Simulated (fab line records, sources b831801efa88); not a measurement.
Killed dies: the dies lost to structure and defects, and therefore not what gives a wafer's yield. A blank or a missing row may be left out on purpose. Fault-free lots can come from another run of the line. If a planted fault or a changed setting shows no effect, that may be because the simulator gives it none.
8D (eight disciplines) problem report, filled in by code    flow gf180mcu    the parts of the form that need people (team, actions taken, sign-off) are left out

## 1. WHAT IS WRONG
At GF_V1_CMP_04, time_to_endpoint_s averages 24 s over 2 wafers from 2 lots, while fault-free wafers read 78 s, standard deviation 5.8. Relative to the usual mean, that is a shift of -9.4 standard deviations.
The step: polishes SiO2.
Earliest sighting: wafer L931.4 on cmp-01 at day 19 07:40. Wafers with a number at this step in the record: 42, from 14 lots. Rule for "out", or "out of limits": more than 4 standard deviations from the usual mean. All remaining wafers that have a number are taken as sound.

## 2. WHAT IT IS, AND WHAT IT ISN'T
question                     is                  is not
which readings at this step  time_to_endpoint_s  motor_current_A
which lots                   L931, L934          L927, L932, L939, L940, L941, L942, L943, L944, L945, L946, L947, L948
which wafers of those lots   L931.4, L934.4      L931.2, L931.6, L934.3, L934.5
read on which tools          cmp-01              cmp-02
when                         from day 19 07:40   up to then (5 sound wafers); but 35 sound wafers of L932, L934, L939, L940, L941, L942, L943, L944, L945, L946, L947, L948 came after

## 3. WHAT RULES OUT EACH SUSPECT
Counting: if a tool at a process step up to the reading ran every lot that is out, it stays a suspect. Sound lots after the first of them don't rule it out here, since some wafers of a struck lot are sound.
- cmp-01 at GF_V1_CMP_04 (polishes SiO2): kept. It ran every lot that is out, first L931 (day 19 07:40). Its own readings are out on those wafers: time_to_endpoint_s.
- Within cmp-01 at GF_V1_CMP_04: the wafers that are out ran in chamber 0; their sound lot-mates ran in chambers 2, 3.
Remaining after the count: cmp-01 at GF_V1_CMP_04.

## 4. THE CAUSE (what the simulator had put in)
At GF_V1_CMP_04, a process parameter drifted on cmp-01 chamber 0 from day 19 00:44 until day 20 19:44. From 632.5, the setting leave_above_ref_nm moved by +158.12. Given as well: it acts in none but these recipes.
The count eliminated every tool but this one.

## 5. THE CHAIN OF EFFECTS, in route order
One row per reading whose mean, taken over the struck wafers that have a number, lies over 3 standard deviations from the usual. Readings are gone through only where the record gives a usual standard deviation; hours: the median, over the lots, of the time from a lot's start at the first step in this table giving one to that lot's start at this step; sigmas: the change measured in usual standard deviations.
hours  step           reading             usual       on struck wafers  change  sigmas
0      GF_V1_CMP_04   time_to_endpoint_s  78 s        24                -54     -9.4
-      GF_V1_ETCH_17  oes_product_au      0.855 a.u.  0.978             +0.123  +28
It contains these process steps:
- GF_V1_CMP_04: polishes SiO2.
- GF_V1_ETCH_17: etches SiO2 in C4F8/O2/Ar, stops on TiN, target depth 630 nm.

## 6. HOW IT WOULD HAVE BEEN CAUGHT EARLIER
In this record no reading fell out of limits until day 19 07:40, 7 hours after the fault had begun at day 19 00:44.
